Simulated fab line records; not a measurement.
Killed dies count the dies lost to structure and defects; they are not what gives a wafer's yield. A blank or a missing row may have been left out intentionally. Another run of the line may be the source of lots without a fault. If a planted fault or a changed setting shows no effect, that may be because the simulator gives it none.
Which tool is to blame? || flow sky130 || 14 lots, 42 wafers sampled, at 4 steps of a route of 708

## WHAT THE GAUGES READ, wafer by wafer
SKY_VIA2_OVL_MEAS_13. Usual: for VIA2_OVL the level is 2 nm and the standard deviation is 5.5.
{"lot": "L908", "measured": "day 36 17:53", "on": "overlay-02", "VIA2_OVL (nm)": "-1 5 0", "flag": ""}
{"lot": "L909", "measured": "day 36 19:32", "on": "overlay-01", "VIA2_OVL (nm)": "-1 -4 -1", "flag": ""}
{"lot": "L911", "measured": "day 37 23:34", "on": "overlay-02", "VIA2_OVL (nm)": "-2 -1 5", "flag": ""}
{"lot": "L913", "measured": "day 38 08:35", "on": "overlay-01", "VIA2_OVL (nm)": "-5 -3 -6", "flag": ""}
{"lot": "L912", "measured": "day 38 09:14", "on": "overlay-02", "VIA2_OVL (nm)": "2 -3 10", "flag": ""}
{"lot": "L914", "measured": "day 38 09:45", "on": "overlay-01", "VIA2_OVL (nm)": "2 -7 -4", "flag": ""}
{"lot": "L917", "measured": "day 39 17:50", "on": "overlay-01", "VIA2_OVL (nm)": "7 -1 12", "flag": ""}
{"lot": "L916", "measured": "day 39 21:59", "on": "overlay-02", "VIA2_OVL (nm)": "15 -2 6", "flag": ""}
{"lot": "L918", "measured": "day 40 02:01", "on": "overlay-01", "VIA2_OVL (nm)": "5 13 9", "flag": ""}
{"lot": "L919", "measured": "day 40 12:29", "on": "overlay-01", "VIA2_OVL (nm)": "-2 -7 -9", "flag": ""}
{"lot": "L928", "measured": "day 42 12:27", "on": "overlay-01", "VIA2_OVL (nm)": "-6 6 0", "flag": ""}
{"lot": "L929", "measured": "day 42 17:38", "on": "overlay-01", "VIA2_OVL (nm)": "-6 -4 5", "flag": ""}
{"lot": "L930", "measured": "day 43 02:50", "on": "overlay-01", "VIA2_OVL (nm)": "3 10 -3", "flag": ""}
{"lot": "L931", "measured": "day 43 05:47", "on": "overlay-02", "VIA2_OVL (nm)": "4 5 10", "flag": ""}

SKY_VIA2_RS_MEAS_22: measures by four-point-probe. Usual: for VIA2_W_RS the level is 0.273 ohm/sq and the standard deviation is 0.0038.
{"lot": "L908", "measured": "day 36 18:50", "on": "filmMetro-01", "VIA2_W_RS (ohm/sq)": "0.275 0.272 0.277", "flag": ""}
{"lot": "L909", "measured": "day 36 20:31", "on": "filmMetro-03", "VIA2_W_RS (ohm/sq)": "0.272 0.275 0.273", "flag": ""}
{"lot": "L911", "measured": "day 38 00:29", "on": "filmMetro-04", "VIA2_W_RS (ohm/sq)": "0.270 0.270 0.271", "flag": ""}
{"lot": "L913", "measured": "day 38 09:31", "on": "filmMetro-01", "VIA2_W_RS (ohm/sq)": "0.280 0.274 0.277", "flag": ""}
{"lot": "L912", "measured": "day 38 10:10", "on": "filmMetro-01", "VIA2_W_RS (ohm/sq)": "0.277 0.277 0.279", "flag": ""}
{"lot": "L914", "measured": "day 38 10:43", "on": "filmMetro-03", "VIA2_W_RS (ohm/sq)": "0.267 0.272 0.276", "flag": ""}
{"lot": "L917", "measured": "day 39 18:46", "on": "filmMetro-01", "VIA2_W_RS (ohm/sq)": "0.276 0.273 0.273", "flag": ""}
{"lot": "L916", "measured": "day 39 22:55", "on": "filmMetro-01", "VIA2_W_RS (ohm/sq)": "0.272 0.273 0.277", "flag": ""}
{"lot": "L918", "measured": "day 40 03:04", "on": "filmMetro-03", "VIA2_W_RS (ohm/sq)": "0.272 0.277 0.274", "flag": ""}
{"lot": "L919", "measured": "day 40 13:25", "on": "filmMetro-01", "VIA2_W_RS (ohm/sq)": "0.270 0.270 0.265", "flag": ""}
{"lot": "L928", "measured": "day 42 13:24", "on": "filmMetro-01", "VIA2_W_RS (ohm/sq)": "0.270 0.275 0.273", "flag": ""}
{"lot": "L929", "measured": "day 42 18:34", "on": "filmMetro-01", "VIA2_W_RS (ohm/sq)": "0.273 0.273 0.273", "flag": ""}
{"lot": "L930", "measured": "day 43 03:47", "on": "filmMetro-04", "VIA2_W_RS (ohm/sq)": "0.275 0.269 0.266", "flag": ""}
{"lot": "L931", "measured": "day 43 06:43", "on": "filmMetro-01", "VIA2_W_RS (ohm/sq)": "0.278 0.276 0.276", "flag": ""}

## WHAT TOOL EACH LOT RAN ON (gives the tool, then ch and the chambers of the sampled wafers, and finally the start)
{"lot": "L908", "SKY_LDD_N_IMPLANT_14": "implanter-03 ch 0, day 18 01:50", "SKY_VIA2_CVD_21": "cvdW-01 ch 0,1, day 36 18:41"}
{"lot": "L909", "SKY_LDD_N_IMPLANT_14": "implanter-02 ch 0, day 18 02:32", "SKY_VIA2_CVD_21": "cvdW-01 ch 0,1, day 36 20:22"}
{"lot": "L911", "SKY_LDD_N_IMPLANT_14": "implanter-01 ch 0, day 19 13:27", "SKY_VIA2_CVD_21": "cvdW-02 ch 0, day 38 00:21"}
{"lot": "L913", "SKY_LDD_N_IMPLANT_14": "implanter-02 ch 0, day 19 22:28", "SKY_VIA2_CVD_21": "cvdW-01 ch 0,1, day 38 09:23"}
{"lot": "L912", "SKY_LDD_N_IMPLANT_14": "implanter-03 ch 0, day 19 23:57", "SKY_VIA2_CVD_21": "cvdW-01 ch 0,1, day 38 10:02"}
{"lot": "L914", "SKY_LDD_N_IMPLANT_14": "implanter-01 ch 0, day 20 00:18", "SKY_VIA2_CVD_21": "cvdW-02 ch 0,1, day 38 10:35"}
{"lot": "L917", "SKY_LDD_N_IMPLANT_14": "implanter-03 ch 0, day 21 18:42", "SKY_VIA2_CVD_21": "cvdW-01 ch 0,1, day 39 18:38"}
{"lot": "L916", "SKY_LDD_N_IMPLANT_14": "implanter-02 ch 0, day 21 19:00", "SKY_VIA2_CVD_21": "cvdW-01 ch 0,1, day 39 22:47"}
{"lot": "L918", "SKY_LDD_N_IMPLANT_14": "implanter-03 ch 0, day 22 02:39", "SKY_VIA2_CVD_21": "cvdW-01 ch 0, day 40 02:48"}
{"lot": "L919", "SKY_LDD_N_IMPLANT_14": "implanter-02 ch 0, day 22 13:09", "SKY_VIA2_CVD_21": "cvdW-02 ch 0,1, day 40 13:17"}
{"lot": "L928", "SKY_LDD_N_IMPLANT_14": "implanter-01 ch 0, day 25 03:28", "SKY_VIA2_CVD_21": "cvdW-02 ch 0,1, day 42 13:17"}
{"lot": "L929", "SKY_LDD_N_IMPLANT_14": "implanter-01 ch 0, day 25 11:04", "SKY_VIA2_CVD_21": "cvdW-01 ch 0,1, day 42 18:26"}
{"lot": "L930", "SKY_LDD_N_IMPLANT_14": "implanter-03 ch 0, day 25 23:59", "SKY_VIA2_CVD_21": "cvdW-02 ch 0,1, day 43 03:38"}
{"lot": "L931", "SKY_LDD_N_IMPLANT_14": "implanter-03 ch 0, day 26 03:34", "SKY_VIA2_CVD_21": "cvdW-01 ch 0,1, day 43 06:35"}
- SKY_LDD_N_IMPLANT_14
- SKY_VIA2_CVD_21: deposits W, target thk 420 nm, time 126.4 s.

## AS READ BY THE TOOLS THEMSELVES (means over the sampled wafers that have a number; for cases with no such wafer, the mark the record gives instead)
SKY_LDD_N_IMPLANT_14. Usual: doseIonsCm2 5e+12, standard deviation 5.5e+09; faradayCurrentUA 28.1, standard deviation 0.57.
{"lot": "L908", "tool": "implanter-03", "doseIonsCm2": 5e+12, "faradayCurrentUA": 28.1, "flag": ""}
{"lot": "L909", "tool": "implanter-02", "doseIonsCm2": 5e+12, "faradayCurrentUA": 28.0, "flag": ""}
{"lot": "L911", "tool": "implanter-01", "doseIonsCm2": 5e+12, "faradayCurrentUA": 27.9, "flag": ""}
{"lot": "L913", "tool": "implanter-02", "doseIonsCm2": 5e+12, "faradayCurrentUA": 28.4, "flag": ""}
{"lot": "L912", "tool": "implanter-03", "doseIonsCm2": 5e+12, "faradayCurrentUA": 27.9, "flag": ""}
{"lot": "L914", "tool": "implanter-01", "doseIonsCm2": 5e+12, "faradayCurrentUA": 28.1, "flag": ""}
{"lot": "L917", "tool": "implanter-03", "doseIonsCm2": 5e+12, "faradayCurrentUA": 27.7, "flag": ""}
{"lot": "L916", "tool": "implanter-02", "doseIonsCm2": 5e+12, "faradayCurrentUA": 28.6, "flag": ""}
{"lot": "L918", "tool": "implanter-03", "doseIonsCm2": 5e+12, "faradayCurrentUA": 28.2, "flag": ""}
{"lot": "L919", "tool": "implanter-02", "doseIonsCm2": 5e+12, "faradayCurrentUA": 28.4, "flag": ""}
{"lot": "L928", "tool": "implanter-01", "doseIonsCm2": 3e+12, "faradayCurrentUA": 17.6, "flag": "OFF"}
{"lot": "L929", "tool": "implanter-01", "doseIonsCm2": 3e+12, "faradayCurrentUA": 17.4, "flag": "OFF"}
{"lot": "L930", "tool": "implanter-03", "doseIonsCm2": 5e+12, "faradayCurrentUA": 27.8, "flag": ""}
{"lot": "L931", "tool": "implanter-03", "doseIonsCm2": 5e+12, "faradayCurrentUA": 28.3, "flag": ""}

SKY_VIA2_CVD_21. Usual: heaterPowerW at 912 W, with a standard deviation of 64.
{"lot": "L908", "tool": "cvdW-01", "heaterPowerW (W)": 949, "flag": ""}
{"lot": "L909", "tool": "cvdW-01", "heaterPowerW (W)": 942, "flag": ""}
{"lot": "L911", "tool": "cvdW-02", "heaterPowerW (W)": 834, "flag": ""}
{"lot": "L913", "tool": "cvdW-01", "heaterPowerW (W)": 929, "flag": ""}
{"lot": "L912", "tool": "cvdW-01", "heaterPowerW (W)": 950, "flag": ""}
{"lot": "L914", "tool": "cvdW-02", "heaterPowerW (W)": 961, "flag": ""}
{"lot": "L917", "tool": "cvdW-01", "heaterPowerW (W)": 896, "flag": ""}
{"lot": "L916", "tool": "cvdW-01", "heaterPowerW (W)": 896, "flag": ""}
{"lot": "L918", "tool": "cvdW-01", "heaterPowerW (W)": 909, "flag": ""}
{"lot": "L919", "tool": "cvdW-02", "heaterPowerW (W)": 916, "flag": ""}
{"lot": "L928", "tool": "cvdW-02", "heaterPowerW (W)": 908, "flag": ""}
{"lot": "L929", "tool": "cvdW-01", "heaterPowerW (W)": 897, "flag": ""}
{"lot": "L930", "tool": "cvdW-02", "heaterPowerW (W)": 957, "flag": ""}
{"lot": "L931", "tool": "cvdW-01", "heaterPowerW (W)": 897, "flag": ""}

## THE ANSWER, worked out from the rows above alone
Rule: a lot is off if the mean of its wafers that have a number lies more than 3 standard deviations from the usual mean. A lot without any number at a reading at which 4 lots or more have one is off too. All remaining lots with rows at the step are treated as sound. After the gauges, taken in route order, come the tools' own readings; for these a lot's mean is taken, as printed above. At the first step where some lot is off, the reading lying furthest off is the one used; lots without a number count as furthest.
Off, at SKY_LDD_N_IMPLANT_14 on doseIonsCm2: L928, L929.
If a tool, at that step or one of the process steps before it, ran each lot that is off and ran no sound lot following the first of them, it fits. One fits: SKY_LDD_N_IMPLANT_14 on implanter-01. Its last sound lot is L914 (day 20 00:18), its first lot that is off L928 (day 25 03:28): a fault that began between those two fits.
The tool's own readings at SKY_LDD_N_IMPLANT_14 bear it out: on the lots that are off they differ by more than 5 times the standard deviation of the sound lots' means. doseIonsCm2 reads 3e+12 there against 5e+12 on the sound lots; faradayCurrentUA reads 17.5 there against 28.1 on the sound lots.

## WHAT THE SIMULATOR HAD INSERTED
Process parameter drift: implanter-01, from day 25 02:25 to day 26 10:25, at SKY_LDD_N_IMPLANT_14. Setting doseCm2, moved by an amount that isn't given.
Struck lots among those shown: L928, L929. This agrees with what the rule above found.
